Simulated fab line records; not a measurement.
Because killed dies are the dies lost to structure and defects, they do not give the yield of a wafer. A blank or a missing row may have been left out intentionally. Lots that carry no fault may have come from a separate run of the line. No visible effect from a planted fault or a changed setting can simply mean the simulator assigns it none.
A sampling plan put to the test :: flow sky130 :: each of the 7 faults these records tell of, on one fab line, judged from the records of the lots it struck
What counts as the plan is the set of the line's own looks, namely the steps on the route at which a gauge or an inspection reads a wafer and does not change it. A look is open to judgement when struck wafers have a number at it and the file gives its usual mean and standard deviation on fault-free wafers. Caught: 4 or more of those standard deviations (sigma) separate the usual mean from the mean of the struck wafers at a look after the fault's first step. On the tool: the fault's steps, tested the same way using the tool's own readings. A different recipe on the struck wafers counts as caught too, as does a record blank only for those wafers.

## THE FAULTS, as the simulator had put them in
1. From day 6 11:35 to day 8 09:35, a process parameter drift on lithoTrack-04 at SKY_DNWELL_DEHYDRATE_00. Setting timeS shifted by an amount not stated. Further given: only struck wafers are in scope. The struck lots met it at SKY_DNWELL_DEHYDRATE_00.
2. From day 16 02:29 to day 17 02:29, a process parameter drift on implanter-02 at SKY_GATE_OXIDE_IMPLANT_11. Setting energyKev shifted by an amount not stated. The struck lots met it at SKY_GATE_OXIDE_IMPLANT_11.
3. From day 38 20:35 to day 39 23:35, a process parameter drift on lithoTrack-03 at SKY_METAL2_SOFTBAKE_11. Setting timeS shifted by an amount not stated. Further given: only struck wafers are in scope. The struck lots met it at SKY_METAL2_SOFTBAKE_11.
4. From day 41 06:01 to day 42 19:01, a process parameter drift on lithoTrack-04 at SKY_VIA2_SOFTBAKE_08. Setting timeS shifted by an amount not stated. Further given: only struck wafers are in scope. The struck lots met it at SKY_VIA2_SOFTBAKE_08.
5. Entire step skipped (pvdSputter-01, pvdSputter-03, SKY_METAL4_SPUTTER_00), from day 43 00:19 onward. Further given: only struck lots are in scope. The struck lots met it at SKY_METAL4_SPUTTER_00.
6. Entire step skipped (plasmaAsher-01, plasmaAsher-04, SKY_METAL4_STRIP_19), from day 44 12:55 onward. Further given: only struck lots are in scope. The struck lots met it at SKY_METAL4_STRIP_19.
7. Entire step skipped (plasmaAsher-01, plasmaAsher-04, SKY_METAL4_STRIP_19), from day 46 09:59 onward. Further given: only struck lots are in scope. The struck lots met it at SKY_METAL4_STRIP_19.

## WHAT THE PLAN SAW
fault: 1
on the tool itself: heaterPowerTotalW +78 sigma
first look that catches it: not the one look that can be judged after it
reading, sigma: -
median hours from its first step to that look: -
hours from the fault's start to the first struck lot there: -
judged looks passed uncaught: 1

fault: 2
on the tool itself: beamEnergyKeV -99 or beyond sigma
first look that catches it: none of the 2 looks that can be judged after it
reading, sigma: -
median hours from its first step to that look: -
hours from the fault's start to the first struck lot there: -
judged looks passed uncaught: 2

fault: 3
on the tool itself: runLengthS +37 sigma
first look that catches it: no look after it can be judged
reading, sigma: -
median hours from its first step to that look: -
hours from the fault's start to the first struck lot there: -
judged looks passed uncaught: 0

fault: 4
on the tool itself: runLengthS -61 sigma
first look that catches it: no look after it can be judged
reading, sigma: -
median hours from its first step to that look: -
hours from the fault's start to the first struck lot there: -
judged looks passed uncaught: 0

fault: 5
on the tool itself: the tool's record is blank for the struck wafers
first look that catches it: no look after it can be judged
reading, sigma: -
median hours from its first step to that look: -
hours from the fault's start to the first struck lot there: -
judged looks passed uncaught: 0

fault: 6
on the tool itself: the tool's record is blank for the struck wafers
first look that catches it: no look after it can be judged
reading, sigma: -
median hours from its first step to that look: -
hours from the fault's start to the first struck lot there: -
judged looks passed uncaught: 0

fault: 7
on the tool itself: the tool's record is blank for the struck wafers
first look that catches it: no look after it can be judged
reading, sigma: -
median hours from its first step to that look: -
hours from the fault's start to the first struck lot there: -
judged looks passed uncaught: 0
Dash: fault not caught, or number not given in these records.

Caught at a look: 0 of 7. Caught on the tool: 7 of 7. By one or the other: 7 of 7.
On the tool alone, faults 1, 2, 3, 4, 5, 6, 7 were caught.
